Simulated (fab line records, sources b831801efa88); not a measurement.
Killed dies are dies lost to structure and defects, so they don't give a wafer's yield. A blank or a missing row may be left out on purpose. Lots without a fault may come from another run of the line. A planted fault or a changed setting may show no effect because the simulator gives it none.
One fault seen from 2 desks | flow sky130 | each desk has only its own numbers; what lay behind them comes last

THE METROLOGY DESK
What the gauges read, lot by lot, whatever tool the lot ran on: means of the sampled wafers that have a number. A lot is out of limits, marked OUT, if its mean lies more than 4 standard deviations from the usual mean; the brackets give that distance.
Columns: A = VIA3_W_THK at SKY_VIA3_THK_MEAS_23, usual 397 nm; B = CAP2M_TIN_THK at SKY_CAP2M_THK_MEAS_04, usual 196.2 nm
lot  | first seen here | A   | B
L411 | day 39 23:04    | 393 | 195.2
L412 | day 40 02:08    | 398 | 197.9
L413 | day 40 04:53    | 389 | 198.0
L414 | day 40 14:11    | 397 | 195.8
L415 | day 40 21:04    | 395 | 196.8
L424 | day 44 10:34    | 402 | 199.2
L425 | day 44 12:03    | 391 | 193.9
L427 | day 44 13:08    | 404 | 198.6
L430 | day 44 18:07    | 410 | 195.1
L431 | day 45 02:31    | 402 | 195.3
L433 | day 45 22:12    | 408 | 196.0
This desk's finding: nothing out of limits on any of the 11 lots.

THE TOOL OWNER'S DESK: cmp-01
The tool's own readings at SKY_VIA1_CMP_24 (polishes, stops on SiO2, t overpolish 15 s, target thk 0 nm): means of the sampled wafers that have a number, for each lot that ran on this tool. A lot is out of limits, marked OUT, if its mean lies more than 4 standard deviations from the usual mean; the brackets give that distance.
Columns: A = motor_current_A at SKY_VIA1_CMP_24, usual 10.9 A; B = overpolish_run_s at SKY_VIA1_CMP_24, usual 15.000 s; C = time_to_endpoint_s at SKY_VIA1_CMP_24, usual 65.2 s
lot  | first seen here | A    | B      | C
L412 | day 34 09:08    | 11.2 | 14.993 | 59.9
L414 | day 34 23:35    | 10.6 | 14.999 | 63.1
L424 | day 39 04:05    | 10.1 | 15.009 | 72.8
This desk's finding: nothing out of limits on any of the 3 lots.

PUT TOGETHER
The metrology desk saw nothing out of limits.
The tool owner's desk saw nothing out of limits.

WHAT THE SIMULATOR HAD PUT IN
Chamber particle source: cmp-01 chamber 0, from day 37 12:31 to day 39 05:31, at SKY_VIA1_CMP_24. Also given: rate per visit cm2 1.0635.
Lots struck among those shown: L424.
